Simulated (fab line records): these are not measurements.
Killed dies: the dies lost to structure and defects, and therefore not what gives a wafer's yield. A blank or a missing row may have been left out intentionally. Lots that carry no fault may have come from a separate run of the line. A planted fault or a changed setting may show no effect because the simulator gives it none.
Split-lot experiment + flow gf180mcu + route with 602 steps; 5 lots, 23 wafers read

== THE SPLIT ITSELF ==
At GF_M4_SPUTTER_00 (material Ti, target thk 37.5 nm, time 150 s), the setting power-w was moved away from the recipe's 4000 W on 6 of the 23 wafers read, by -8.3% to +11.9%. This setting was run at the recipe's value on the other wafers.

The reading is taken at the split's own step.

== THE READING ==
Ti_of_M4_SPUTTER_00.thk-nm (the simulator's own value, which no gauge read), in nm, at GF_M4_SPUTTER_00 (material Ti, target thk 37.5 nm, time 150 s). The file gives no usual value for it. Average 37.65 nm, standard deviation 0.33 nm, over the 17 wafers here run with the recipe.

| wafer  | tool, chamber at the split | power-w as run, W | against the recipe | Ti_of_M4_SPUTTER_00.thk-nm, nm | against lot-mates on the recipe |
|--------|----------------------------|-------------------|--------------------|--------------------------------|---------------------------------|
| L076.1 | pvd-sputter-02, -          | 4000              | recipe             | 37.58                          | -                               |
| L076.4 | pvd-sputter-02, -          | 4000              | recipe             | 37.43                          | -                               |
| L076.5 | pvd-sputter-02, -          | 4000              | recipe             | 37.33                          | -                               |
| L077.1 | pvd-sputter-03, -          | 4000              | recipe             | 37.65                          | -                               |
| L077.2 | pvd-sputter-03, -          | 4468              | +11.7%             | 41.97                          | +4.28                           |
| L077.3 | pvd-sputter-03, -          | 4000              | recipe             | 37.52                          | -                               |
| L077.5 | pvd-sputter-03, -          | 4468              | +11.7%             | 42.04                          | +4.35                           |
| L077.6 | pvd-sputter-03, -          | 4000              | recipe             | 37.91                          | -                               |
| L081.1 | pvd-sputter-03, -          | 4000              | recipe             | 37.67                          | -                               |
| L081.2 | pvd-sputter-03, -          | 4476              | +11.9%             | 41.71                          | +4.39                           |
| L081.4 | pvd-sputter-03, -          | 4000              | recipe             | 37.21                          | -                               |
| L081.5 | pvd-sputter-03, -          | 4476              | +11.9%             | 41.72                          | +4.40                           |
| L081.6 | pvd-sputter-03, -          | 4000              | recipe             | 37.07                          | -                               |
| L082.1 | pvd-sputter-04, -          | 4000              | recipe             | 37.8                           | -                               |
| L082.2 | pvd-sputter-04, -          | 4000              | recipe             | 38.31                          | -                               |
| L082.3 | pvd-sputter-04, -          | 4000              | recipe             | 38.07                          | -                               |
| L082.4 | pvd-sputter-04, -          | 4000              | recipe             | 38.16                          | -                               |
| L082.5 | pvd-sputter-04, -          | 4000              | recipe             | 37.41                          | -                               |
| L083.1 | pvd-sputter-03, -          | 4000              | recipe             | 38                             | -                               |
| L083.2 | pvd-sputter-03, -          | 4000              | recipe             | 37.49                          | -                               |
| L083.3 | pvd-sputter-03, -          | 4000              | recipe             | 37.48                          | -                               |
| L083.4 | pvd-sputter-03, -          | 3669              | -8.3%              | 34.19                          | -3.47                           |
| L083.6 | pvd-sputter-03, -          | 3669              | -8.3%              | 34.38                          | -3.28                           |

FIT RESULTS
A straight line over all 23 wafers: Ti_of_M4_SPUTTER_00.thk-nm changes by +0.369 nm for each +1% of power-w; r = +0.99; the points scatter about the line by 0.33 nm.
The same after taking each lot's own level away (the mean of its wafers on the recipe; 23 wafers): +0.378 nm for each +1%; r = +0.99; scatter 0.23 nm.
On that fit, the largest move of power-w shifts the reading by 4.5 nm.
The span of the lots' own levels, 37.317 to 37.950 nm, comes to 1.9 times the standard deviation stated above.
Hence the lot-to-lot level has little effect on the slope; both slopes agree.
Check: for one of the wafers moved furthest among these (+11.9%), held out of the fit, the line's prediction against its lot-mates is +4.48 nm. Against them it came out at +4.39 nm.

== THESE WAFERS: OTHER SPLITS ==
Before the reading, these wafers also passed through other splits. Each is held against what the fit with the lots' levels taken away leaves over:
| other split on the same wafers  | wafers away from the commonest value | r with Ti_of_M4_SPUTTER_00.thk-nm (lot level and that fit taken away) |
|---------------------------------|--------------------------------------|-----------------------------------------------------------------------|
| GF_M3_SPUTTER_04 power-w        | 6                                    | -0.12                                                                 |
| GF_V3_CMP_04 leave-above-ref-nm | 5                                    | -0.18                                                                 |
| GF_V3_ETCH_17 source-w          | 7                                    | +0.32                                                                 |

== FILE'S OWN FIT ==
Ti_of_M4_SPUTTER_00.thk-nm changes by +0.377 nm for each +1% of power-w, r = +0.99.
